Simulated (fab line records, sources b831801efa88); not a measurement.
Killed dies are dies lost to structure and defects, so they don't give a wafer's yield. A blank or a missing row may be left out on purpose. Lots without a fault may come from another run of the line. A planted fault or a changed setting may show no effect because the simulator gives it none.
Tool commonality check | flow gf180mcu | 11 lots, 33 wafers sampled

WHY IT WAS OPENED
At GF_STI_THK_MEAS_04 the reading STI_CVD_03_THK is flagged on 1 of 11 lots. Wafers without a fault read 231.9 nm, standard deviation 2.
Rule: a lot is flagged when every wafer of it that has a number lies more than 4 standard deviations from that mean, or none has a number. The other lots count as sound.

lot  | measured    | on            | STI_CVD_03_THK (nm), wafer by wafer | flag
L362 | day 1 13:34 | film_metro-02 | 234.0 235.0 233.2                   |
L363 | day 1 19:04 | film_metro-02 | 232.6 231.0 233.5                   |
L364 | day 2 02:49 | film_metro-03 | 231.5 232.2 234.0                   |
L365 | day 2 05:44 | film_metro-02 | 229.0 231.1 233.2                   |
L366 | day 2 11:12 | film_metro-02 | 230.6 231.6 231.3                   |
L369 | day 3 00:49 | film_metro-04 | 231.3 229.6 231.3                   |
L370 | day 3 05:35 | film_metro-04 | 231.9 230.0 231.8                   |
L372 | day 3 17:47 | film_metro-03 | 336.1 334.5 337.3                   | FLAGGED
L382 | day 5 17:34 | film_metro-04 | 229.6 229.7 230.3                   |
L384 | day 6 03:35 | film_metro-04 | 230.2 231.1 231.9                   |
L385 | day 6 09:35 | film_metro-04 | 233.3 232.9 233.1                   |
The numbers of the flagged lots are 336.0 nm on average: +104.1 nm against the usual, or +52 standard deviations.

WHICH TOOL RAN EACH LOT
The record holds 1 process step before the reading, out of a route of 602 steps. In each cell: the tool, then ch and the chambers that the sampled wafers went through, then the start.
lot  | flag    | GF_STI_CVD_03
L362 |         | lpcvd-01 ch 1, day 1 11:34
L363 |         | lpcvd-02 ch 0, day 1 17:04
L364 |         | lpcvd-02 ch 0, day 1 23:50
L365 |         | lpcvd-01 ch 1, day 2 03:46
L366 |         | lpcvd-01 ch 0, day 2 09:13
L369 |         | lpcvd-01 ch 1, day 2 22:50
L370 |         | lpcvd-01 ch 0, day 3 03:34
L372 | FLAGGED | lpcvd-02 ch 0, day 3 15:48
L382 |         | lpcvd-01 ch 1, day 5 15:34
L384 |         | lpcvd-01 ch 0, day 6 01:35
L385 |         | lpcvd-01 ch 0, day 6 06:37
What these steps do:
- GF_STI_CVD_03: deposits Si3N4 from DCS/NH3, target thk 207.16 nm, time 3551 s.
- GF_STI_THK_MEAS_04

FLAGGED OVER TOTAL, TOOL BY TOOL (the gauges that took the reading come last)
step               | tool          | lots run | flagged | share of the flagged lots | sound lots run after its first flagged lot
GF_STI_CVD_03      | lpcvd-01      | 8        | 0       | none                      | -
GF_STI_CVD_03      | lpcvd-02      | 3        | 1       | all                       | 0
GF_STI_THK_MEAS_04 | film_metro-02 | 4        | 0       | none                      | -
GF_STI_THK_MEAS_04 | film_metro-03 | 2        | 1       | all                       | 0
GF_STI_THK_MEAS_04 | film_metro-04 | 5        | 0       | none                      | -

WHAT THE TABLE ALLOWS
2 rows of the table ran every flagged lot: lpcvd-02 at GF_STI_CVD_03, film_metro-03 at GF_STI_THK_MEAS_04.
- lpcvd-02 at GF_STI_CVD_03: 1 of its 3 lots flagged. Its last sound lot is L364 (day 1 23:50), its first flagged lot L372 (day 3 15:48): a fault that began between those two fits.
- film_metro-03 at GF_STI_THK_MEAS_04: 1 of its 2 lots flagged. Its last sound lot is L364 (day 2 02:49), its first flagged lot L372 (day 3 17:47): a fault that began between those two fits.
Counting lots can't tell these 2 tools apart, because each fits a fault that began at some hour. More lots, or a look at what each step does to the wafer, might.

WHAT THE SIMULATOR HAD PUT IN
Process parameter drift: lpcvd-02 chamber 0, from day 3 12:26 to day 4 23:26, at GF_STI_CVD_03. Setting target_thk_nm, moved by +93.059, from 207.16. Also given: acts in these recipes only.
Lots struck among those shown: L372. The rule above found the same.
